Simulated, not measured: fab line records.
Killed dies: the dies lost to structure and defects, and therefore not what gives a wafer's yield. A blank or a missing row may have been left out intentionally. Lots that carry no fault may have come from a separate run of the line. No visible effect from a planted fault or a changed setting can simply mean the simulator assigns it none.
What tool caused it? | flow sky130 | 6 lots, 18 wafers sampled, at 3 steps of a route of 708

## WHAT THE GAUGES SHOWED, per wafer
SKY_LOCAL_INTERCONNECT_THK_MEAS_02: measures by xrf.
lot  | measured     | on            | LOCAL_INTERCONNECT_TIN_THK (nm)
L607 | day 29 09:26 | film_metro-01 | 98.2 99.5 98.8
L609 | day 29 22:39 | film_metro-03 | 99.6 99.5 100.1
L611 | day 31 07:28 | film_metro-03 | 100.0 99.6 100.6
L613 | day 31 18:38 | film_metro-03 | 96.8 97.3 96.8
L617 | day 33 18:14 | film_metro-03 | 99.0 98.8 97.9
L628 | day 36 13:51 | film_metro-03 | 98.7 98.4 97.1

## TOOL THAT RAN EACH LOT (tool first, then ch and the chambers of the sampled wafers, then the start)
lot  | SKY_FIELD_ISO_WET_ETCH_30      | SKY_VT_ADJUST_NCORE_STRIP_10
L607 | wet_bench-01 ch 0, day 2 17:44 | plasma_asher-01 ch 0,1, day 8 22:37
L609 | wet_bench-04 ch 0, day 3 01:41 | plasma_asher-02 ch 0,1, day 9 06:34
L611 | wet_bench-01 ch 0, day 3 15:37 | plasma_asher-03 ch 0,1, day 10 06:46
L613 | wet_bench-04 ch 3, day 4 01:55 | plasma_asher-01 ch 0,1, day 10 20:43
L617 | wet_bench-01 ch 2, day 4 23:16 | plasma_asher-01 ch 0, day 11 22:58
L628 | wet_bench-03 ch 1, day 7 07:01 | plasma_asher-01 ch 0,1, day 15 06:25
- SKY_FIELD_ISO_WET_ETCH_30: etches SiO2 in dHF, target depth 25 nm, time 50 s.
- SKY_VT_ADJUST_NCORE_STRIP_10: strips in O2/N2.

## THE ANSWER, worked out from the rows above alone
Rule: the usual values come from the lots themselves. Put in order of their means at a reading, lots are off if they are a third of the lots or fewer, leave a main group of 4 or more, and stand apart from it by a gap of 3 or more times the standard deviation of the main group's means; of several such gaps the widest counts. The tables above print the reading to a certain number of digits; a main group whose means all agree to those digits is not used. A lot without any number at a reading at which 4 lots or more have one is off too. The other lots that the step has rows for count as sound.
Nothing can be told from this: no lot is off at any reading shown.

## WHAT WAS PUT IN BY THE SIMULATOR
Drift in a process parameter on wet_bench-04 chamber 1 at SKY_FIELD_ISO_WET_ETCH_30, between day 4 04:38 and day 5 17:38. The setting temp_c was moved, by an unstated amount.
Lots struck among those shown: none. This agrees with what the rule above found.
